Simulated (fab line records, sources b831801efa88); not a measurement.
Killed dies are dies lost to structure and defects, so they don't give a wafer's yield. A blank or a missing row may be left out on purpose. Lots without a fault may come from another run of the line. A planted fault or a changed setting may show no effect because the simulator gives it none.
Which tool did it? | flow gf180mcu | 14 lots, 42 wafers sampled, at 3 steps of a route of 602

WHAT THE GAUGES READ, wafer by wafer
GF_V5_BOW_MEAS_05.
lot  | measured     | on            | V5_BOW (um)
L509 | day 26 12:21 | film_metro-01 | 120 127 141
L510 | day 26 19:20 | film_metro-01 | 134 132 129
L511 | day 26 23:34 | film_metro-03 | 154 138 138
L512 | day 27 07:09 | film_metro-01 | 126 126 129
L513 | day 27 18:01 | film_metro-01 | 161 156 137
L514 | day 28 00:07 | film_metro-03 | 113 117 128
L518 | day 29 05:38 | film_metro-01 | 111 109 117
L519 | day 29 19:11 | film_metro-01 | 136 135 142
L520 | day 29 22:22 | film_metro-01 | 122 120 139
L526 | day 31 12:17 | film_metro-02 | 124 141 133
L529 | day 32 09:17 | film_metro-03 | 134 134 135
L530 | day 32 13:59 | film_metro-01 | 141 142 145
L531 | day 32 23:24 | film_metro-01 | 145 134 148
L532 | day 33 04:15 | film_metro-02 | 134 127 130

GF_V5_RS_MEAS_24: measures by four-point-probe.
lot  | measured     | on            | V5_W_RS (ohm/sq)
L509 | day 27 09:53 | film_metro-03 | 0.328 0.329 0.324
L510 | day 27 16:53 | film_metro-02 | 0.324 0.332 0.332
L511 | day 27 21:04 | film_metro-02 | 0.330 0.324 0.329
L512 | day 28 03:22 | film_metro-01 | 0.332 0.324 0.326
L513 | day 28 14:43 | film_metro-01 | 0.325 0.323 0.330
L514 | day 28 19:58 | film_metro-01 | 0.328 0.321 0.330
L518 | day 30 01:20 | film_metro-03 | 0.326 0.331 0.329
L519 | day 30 14:56 | film_metro-02 | 0.316 0.320 0.330
L520 | day 30 17:55 | film_metro-01 | 0.330 0.330 0.322
L526 | day 32 06:49 | film_metro-01 | 0.330 0.333 0.332
L529 | day 33 01:53 | film_metro-01 | 0.323 0.324 0.322
L530 | day 33 06:16 | film_metro-02 | 0.325 0.325 0.326
L531 | day 33 15:15 | film_metro-02 | 0.335 0.335 0.330
L532 | day 33 20:26 | film_metro-02 | 0.335 0.331 0.333

WHICH TOOL RAN EACH LOT (tool, then ch and the chambers of the sampled wafers, then the start)
lot  | GF_DUAL_GATE_DEVELOP_10
L509 | litho_track-03 ch 0, day 8 11:26
L510 | litho_track-04 ch 0, day 8 18:04
L511 | litho_track-01 ch 0, day 8 19:31
L512 | litho_track-01 ch 0, day 9 04:15
L513 | litho_track-03 ch 0, day 9 13:56
L514 | litho_track-04 ch 0, day 9 16:44
L518 | litho_track-03 ch 0, day 10 22:59
L519 | litho_track-03 ch 0, day 11 08:48
L520 | litho_track-03 ch 0, day 11 14:44
L526 | litho_track-04 ch 0, day 13 06:10
L529 | litho_track-03 ch 0, day 14 07:14
L530 | litho_track-04 ch 0, day 14 17:01
L531 | litho_track-01 ch 0, day 15 02:07
L532 | litho_track-03 ch 0, day 15 10:05
- GF_DUAL_GATE_DEVELOP_10: develop time 60 s.

WHAT THE TOOLS THEMSELVES READ (means of the sampled wafers that have a number; where no wafer has one, the mark that the record gives instead)
The record holds no such reading with a usual standard deviation.

THE ANSWER, worked out from the rows above alone
Rule: what is usual is taken from the lots themselves. Put in order of their means at a reading, lots are off if they are a third of the lots or fewer, leave a main group of 4 or more, and stand apart from it by a gap of 3 or more times the standard deviation of the main group's means; of several such gaps the widest counts. A main group whose means are all the same, to the digits that the tables above print for the reading, isn't used. A lot without any number at a reading at which 4 lots or more have one is off too. The other lots that the step has rows for count as sound. The gauges are gone through in route order, then the tools' own readings, and for those a lot's mean is taken as printed above. The first step at which some lot is off is used, and at that step the reading that is off furthest; a lot without a number counts as furthest.
No lot is off at any reading shown: from this, nothing can be told.

WHAT THE SIMULATOR HAD PUT IN
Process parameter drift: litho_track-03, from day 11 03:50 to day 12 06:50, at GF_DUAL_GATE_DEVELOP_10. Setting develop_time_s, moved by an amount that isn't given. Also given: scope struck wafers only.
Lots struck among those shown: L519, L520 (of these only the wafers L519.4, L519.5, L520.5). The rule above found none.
